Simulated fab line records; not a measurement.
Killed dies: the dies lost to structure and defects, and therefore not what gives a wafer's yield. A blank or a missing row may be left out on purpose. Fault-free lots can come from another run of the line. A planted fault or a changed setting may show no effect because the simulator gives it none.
Problem report in the 8D (eight disciplines) form, filled by code | flow gf180mcu | the parts of the form that need people (team, actions taken, sign-off) are left out

## 1. WHAT IS WRONG
Mean POLY_GATE_CVD_00_THK at GF_POLY_GATE_THK_MEAS_01: 183.5 nm over 6 wafers in 2 lots; fault-free wafers: 199.8 nm, standard deviation 2. That is -8.2 standard deviations from the usual mean.
First seen on wafer L125.1, day 10 18:30, on film_metro-02. Wafers with a number at this step in the record: 36, from 12 lots. Rule for "out" (also "out of limits"): further than 4 standard deviations from the usual mean. All remaining wafers that have a number are taken as sound.

## 2. WHAT IT IS, WHAT IT ISN'T
question                    | is                           | is not
which readings at this step | POLY_GATE_CVD_00_THK         | -
which lots                  | L125, L127                   | L118, L119, L120, L122, L133, L134, L135, L139, L140, L141
which wafers of those lots  | all that have a number       | -
read on which gauges        | film_metro-01, film_metro-02 | film_metro-03
when                        | from day 10 18:30            | up to then (12 sound wafers); but 18 sound wafers of L133, L134, L135, L139, L140, L141 came after

## 3. THE SUSPECTS, EACH WITH WHAT RULES IT OUT
Counting: a tool at a process step up to the reading stays a suspect if it ran every lot that is out and no sound lot after the first of them.
- ruled out: the gauge at GF_POLY_GATE_THK_MEAS_01. Those wafers that are out were read across 2 gauges (film_metro-01, film_metro-02).
- lpcvd-02 at GF_POLY_GATE_CVD_00 (deposits poly-Si, target thk 200 nm, time 1200 s): ruled out as a lasting fault. Sound lots L139, L140, L141 ran on it after its first lot that is out, L125 (day 10 17:10).
Left after counting: nothing in the record.

## 4. THE CAUSE (what the simulator had put in)
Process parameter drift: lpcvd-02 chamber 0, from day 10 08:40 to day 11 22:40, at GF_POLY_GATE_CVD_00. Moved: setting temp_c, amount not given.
The count ruled it out by mistake, since the rule takes a fault to strike every lot its tool runs from the start of the fault on, and this one did not do so.

## 5. SEQUENCE OF EFFECTS, ordered by route
One row per reading whose mean, taken over the struck wafers that have a number, lies over 3 standard deviations from the usual. Scope: only readings with a usual standard deviation given in the record; hours: median across lots of the time from each lot's start at the first step in this table that gives one to its start at this step; sigmas: change in usual standard deviations.
hours | step                     | reading              | usual      | on struck wafers | change | sigmas
0     | GF_POLY_GATE_CVD_00      | spike_tc_centre_C    | 620.5 C    | 616.5            | -4.0   | -3.7
0     | GF_POLY_GATE_CVD_00      | spike_tc_lower_C     | 619.8 C    | 615.5            | -4.3   | -3.6
0     | GF_POLY_GATE_CVD_00      | spike_tc_upper_C     | 619.7 C    | 615.4            | -4.3   | -3.3
0     | GF_POLY_GATE_CVD_00      | susceptor_temp_C     | 620.0 C    | 616.2            | -3.8   | -12
1     | GF_POLY_GATE_THK_MEAS_01 | POLY_GATE_CVD_00_THK | 199.8 nm   | 183.5            | -16.3  | -8.2
20    | GF_POLY_GATE_ETCH_13     | oes_product_au       | 0.989 a.u. | 0.943            | -0.046 | -5.6
It contains these process steps:
- GF_POLY_GATE_CVD_00: deposits poly-Si, target thk 200 nm, time 1200 s.
- GF_POLY_GATE_ETCH_13: etches poly-Si in HBr/Cl2, stops on SiO2, target depth 198.5 nm, time 69.6 s.
Later steps that measure or inspect, where all struck wafers having a row at the step show a number for every such reading and not one has moved that far: GF_CONTACT_OVL_MEAS_15, GF_M1_RS_MEAS_05.

## 6. WHAT WOULD HAVE CAUGHT IT SOONER
Counted from the fault's start at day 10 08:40, it took 10 hours until the first out-of-limits reading at a measuring or inspecting step in this record, taken at day 10 18:30.
At GF_POLY_GATE_CVD_00, the tool's own readings (susceptor_temp_C) were out on each struck wafer the step has a row for, so an alarm limit on them would have fired on the first such wafer.
